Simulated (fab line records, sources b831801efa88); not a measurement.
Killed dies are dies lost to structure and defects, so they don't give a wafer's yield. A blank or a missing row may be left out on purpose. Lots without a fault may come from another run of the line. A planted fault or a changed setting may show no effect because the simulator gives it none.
Which tool did it? | flow sky130 | 6 lots, 18 wafers sampled, at 3 steps of a route of 708

WHAT THE GAUGES READ, wafer by wafer
SKY_METAL2_THK_MEAS_06: measures by xrf.
lot  | measured     | on            | METAL2_ALCU_THK (nm)
L954 | day 35 09:02 | film_metro-01 | 250 249 249
L960 | day 36 11:08 | film_metro-01 | 266 263 265
L964 | day 37 05:43 | film_metro-02 | 245 248 248
L965 | day 37 20:53 | film_metro-03 | 250 249 247
L972 | day 40 01:07 | film_metro-03 | 250 249 250
L975 | day 40 13:31 | film_metro-01 | 242 245 244

WHICH TOOL RAN EACH LOT (tool, then ch and the chambers of the sampled wafers, then the start)
lot  | SKY_METAL2_SPUTTER_01        | SKY_METAL2_SPUTTER_04
L954 | pvd_sputter-02, day 35 08:47 | pvd_sputter-02, day 35 08:51
L960 | pvd_sputter-02, day 36 10:53 | pvd_sputter-02, day 36 10:58
L964 | pvd_sputter-03, day 37 05:28 | pvd_sputter-03, day 37 05:32
L965 | pvd_sputter-01, day 37 20:35 | pvd_sputter-01, day 37 20:40
L972 | pvd_sputter-03, day 40 00:52 | pvd_sputter-03, day 40 00:56
L975 | pvd_sputter-01, day 40 13:17 | pvd_sputter-01, day 40 13:21
- SKY_METAL2_SPUTTER_01: material TiN, target thk 20 nm, time 16.7 s.
- SKY_METAL2_SPUTTER_04: material TiN, target thk 70 nm, time 58.3 s.

THE ANSWER, worked out from the rows above alone
Rule: what is usual is taken from the lots themselves. Put in order of their means at a reading, lots are off if they are a third of the lots or fewer, leave a main group of 4 or more, and stand apart from it by a gap of 3 or more times the standard deviation of the main group's means; of several such gaps the widest counts. A main group whose means are all the same, to the digits that the tables above print for the reading, isn't used. A lot without any number at a reading at which 4 lots or more have one is off too. The other lots that the step has rows for count as sound.
Off: L960, at SKY_METAL2_THK_MEAS_06 (METAL2_ALCU_THK). The main group: mean 248 nm, standard deviation 2.2.
A tool fits if, at a process step before that reading, it ran every lot that is off, and no sound lot after the first of them. The gauges at SKY_METAL2_THK_MEAS_06 are tried like those tools. One fits: pvd_sputter-02 at SKY_METAL2_SPUTTER_01 and SKY_METAL2_SPUTTER_04. At SKY_METAL2_SPUTTER_01 its last sound lot is L954 (day 35 08:47), its first lot that is off L960 (day 36 10:53): a fault that began between those two fits.

WHAT THE SIMULATOR HAD PUT IN
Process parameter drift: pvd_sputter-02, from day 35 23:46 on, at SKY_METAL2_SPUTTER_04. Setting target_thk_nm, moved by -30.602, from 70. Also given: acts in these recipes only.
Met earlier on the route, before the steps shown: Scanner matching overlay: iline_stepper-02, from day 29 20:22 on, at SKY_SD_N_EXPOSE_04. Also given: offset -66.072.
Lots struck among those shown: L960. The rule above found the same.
